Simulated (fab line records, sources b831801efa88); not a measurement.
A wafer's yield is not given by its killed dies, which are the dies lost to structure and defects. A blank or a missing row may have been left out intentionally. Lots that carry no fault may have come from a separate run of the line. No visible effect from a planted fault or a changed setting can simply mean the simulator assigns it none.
Chamber matching + flow sky130 + 4 sister chambers for SKY_FIELD_ISO_ETCH_17 on rie si-01
The step etches Si in HBr/Cl2/O2, target depth 342 nm, time 97.7 s. 14 wafers are shown with their chamber, then 7 later ones without.

== EACH WAFER AND ITS CHAMBER ==
| wafer  | chamber | drypump motor current A (A) | he backside leak sccm (sccm) | oes product au (a.u.) |
|--------|---------|-----------------------------|------------------------------|-----------------------|
| L998.3 | 3       | 6.1                         | 3.00                         | 0.995                 |
| L998.5 | 0       | 5.9                         | 2.73                         | 1.002                 |
| L998.6 | 1       | 6.5                         | 2.93                         | 1.012                 |
| L999.1 | 1       | 6.6                         | 2.94                         | 1.000                 |
| L999.4 | 3       | 6.1                         | 2.97                         | 0.988                 |
| L999.6 | 0       | 6.0                         | 2.87                         | 0.997                 |
| L103.2 | 3       | 6.1                         | 2.95                         | 0.992                 |
| L103.4 | 0       | 6.0                         | 2.55                         | 0.995                 |
| L103.5 | 0       | 6.0                         | 2.72                         | 1.005                 |
| L104.3 | 1       | 6.6                         | 2.95                         | 0.999                 |
| L104.4 | 2       | 4.9                         | 2.87                         | 1.004                 |
| L104.6 | 3       | 6.1                         | 3.03                         | 0.998                 |
| L108.1 | 1       | 6.6                         | 3.08                         | 0.990                 |
| L108.4 | 2       | 4.9                         | 2.62                         | 1.003                 |

SIGNATURES, as means of the wafers listed above
| reading                 | chamber 0 | chamber 1 | chamber 2 | chamber 3 | scatter within a chamber |
|-------------------------|-----------|-----------|-----------|-----------|--------------------------|
| drypump motor current A | 5.975     | 6.575     | 4.900     | 6.100     | 0.0387                   |
| he backside leak sccm   | 2.7175    | 2.9750    | 2.7450    | 2.9875    | 0.101                    |
| oes product au          | 0.99975   | 1.00025   | 1.00350   | 0.99325   | 0.00602                  |
Rule: a wafer's distance from a chamber is the root of the sum, over the readings, of the square of ((its reading less the chamber's mean) divided by the reading's scatter). The wafer belongs to the nearest chamber; if the next one is less than 2 further off, it can't be placed. The scatter is the square root of a quotient: the sum, over the shown wafers, of each reading's squared deviation from its chamber's mean, divided by wafers minus chambers.

== WAFERS MISSING THEIR CHAMBER ==
| wafer  | drypump motor current A (A) | he backside leak sccm (sccm) | oes product au (a.u.) |
|--------|-----------------------------|------------------------------|-----------------------|
| L108.5 | 6.1                         | 2.77                         | 0.991                 |
| L113.1 | 4.9                         | 2.89                         | 0.993                 |
| L113.2 | 6.5                         | 3.01                         | 0.995                 |
| L113.4 | 6.0                         | 2.72                         | 1.001                 |
| L119.2 | 6.1                         | 3.00                         | 0.982                 |
| L119.5 | 6.1                         | 2.95                         | 0.997                 |
| L119.6 | 5.9                         | 2.70                         | 0.984                 |

== EACH ONE'S CHAMBER ==
| wafer  | from the rows above     | in truth |
|--------|-------------------------|----------|
| L108.5 | can't be placed: 3 or 0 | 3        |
| L113.1 | 2                       | 2        |
| L113.2 | 1                       | 1        |
| L113.4 | 0                       | 0        |
| L119.2 | 3                       | 3        |
| L119.5 | 3                       | 3        |
| L119.6 | 0                       | 0        |
6 of 7 placed correctly. Unplaceable from these rows: 1, with the true chamber sitting among the candidates in 1. Placed wrongly: 0.
